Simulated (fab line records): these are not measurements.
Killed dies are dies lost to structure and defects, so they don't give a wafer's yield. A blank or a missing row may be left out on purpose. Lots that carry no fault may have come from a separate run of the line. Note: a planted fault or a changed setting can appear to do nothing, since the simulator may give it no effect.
Problem report, 8D (eight disciplines) form, completed by code | flow sky130 | the parts of the form that need people (team, actions taken, sign-off) are left out

1. THE PROBLEM
CONTACT_CVD_00_THK at SKY_CONTACT_THK_MEAS_01 reads a mean of 66.1 nm on 1 wafer of 1 lot; wafers without a fault read 74.9 nm with a standard deviation of 0.97. That is -9.1 standard deviations from the usual mean.
First observed at day 37 07:44: wafer L774.2, on film-metro-02. The record holds 33 wafers of 11 lots with a number at this step. Rule for "out", or "out of limits": more than 4 standard deviations from the usual mean. The other wafers with a number count as sound.

2. WHAT IT IS, WHAT IT ISN'T
question                    | is                 | is not
which readings at this step | CONTACT_CVD_00_THK | -
which lots                  | L774               | L753, L754, L756, L758, L759, L760, L767, L771, L772, L775
which wafers of those lots  | L774.2             | L774.1, L774.3
read on which gauges        | film-metro-02      | film-metro-01, film-metro-03
when                        | from day 37 07:44  | up to then (29 sound wafers); but 3 sound wafers of L775 came after

3. SUSPECTS, AND WHAT RULES EACH OUT
Counting: if a tool at a process step up to the reading ran every lot that is out, it stays a suspect. Sound lots after the first of them don't rule it out here, since some wafers of a struck lot are sound.
- the gauge at SKY_CONTACT_THK_MEAS_01 has been ruled out. All the wafers that are out were read on film-metro-02, but those of them that SKY_CONTACT_ETCH_18 has rows for are out there too, on other tools.
- rie-diel-01 at SKY_LI_CONTACT_ETCH_14 (etches BARC in N2/H2, stops on SiO2, time 45.9 s, target depth 60 nm): kept. It ran the lot that is out, L774 (day 36 04:02); its last sound lot up to then is L772 (day 35 16:09).
- pecvd-03 at SKY_CONTACT_CVD_00 (deposits Si3N4, target thk 75 nm): kept. It ran the lot that is out, L774 (day 37 07:42); its last sound lot up to then is L760 (day 33 03:36).
- At SKY_LI_CONTACT_ETCH_14, inside rie-diel-01: chamber 1 took the wafers that are out, while their sound lot-mates went through chambers 0, 3.
- At SKY_CONTACT_CVD_00, inside pecvd-03: chamber 0 took the wafers that are out, while their sound lot-mates went through chambers 1, 2.
Remaining after the count are rie-diel-01 at SKY_LI_CONTACT_ETCH_14 and pecvd-03 at SKY_CONTACT_CVD_00.

4. THE CAUSE (what the simulator had put in)
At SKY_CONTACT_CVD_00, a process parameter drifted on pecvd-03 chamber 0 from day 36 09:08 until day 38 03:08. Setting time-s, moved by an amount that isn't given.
After counting, 2 suspects remain, this tool included.

5. THE CHAIN OF EFFECTS, in route order
Rows list readings where the struck wafers' mean (over those with a number) sits beyond 3 standard deviations from the usual. Scope: only readings with a usual standard deviation given in the record; hours: median across lots of the time from each lot's start at the first step in this table that gives one to its start at this step; sigmas: change in usual standard deviations.
hours | step                    | reading            | usual      | on struck wafers | change | sigmas
0     | SKY_CONTACT_THK_MEAS_01 | CONTACT_CVD_00_THK | 74.9 nm    | 66.1             | -8.8   | -9.1
-     | SKY_CONTACT_ETCH_18     | oes-product-au     | 0.854 a.u. | 0.803            | -0.051 | -7.0
Here are the process steps it includes:
- SKY_CONTACT_ETCH_18: etches Si3N4 in CHF3/O2, stops on TiN, time 39 s, target depth 75 nm.
Readings that are blank on the struck wafers while sound wafers have them: susceptor-temp-C at SKY_CONTACT_CVD_00.
At these later measuring or inspecting steps, every struck wafer for which the step has a row has a number for every such reading, and none has moved that far: SKY_CONTACT_BOW_MEAS_05.

6. WHAT WOULD HAVE CAUGHT IT SOONER
In this record the first reading out of limits at a measuring or inspecting step was taken at day 37 07:44, 23 hours after the fault began at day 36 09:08.
The start of SKY_CONTACT_CVD_00 on pecvd-03 came by day 37 07:44 for every one of the lots that are out (1). Had the tool been put on hold then, not one of them would have been saved.
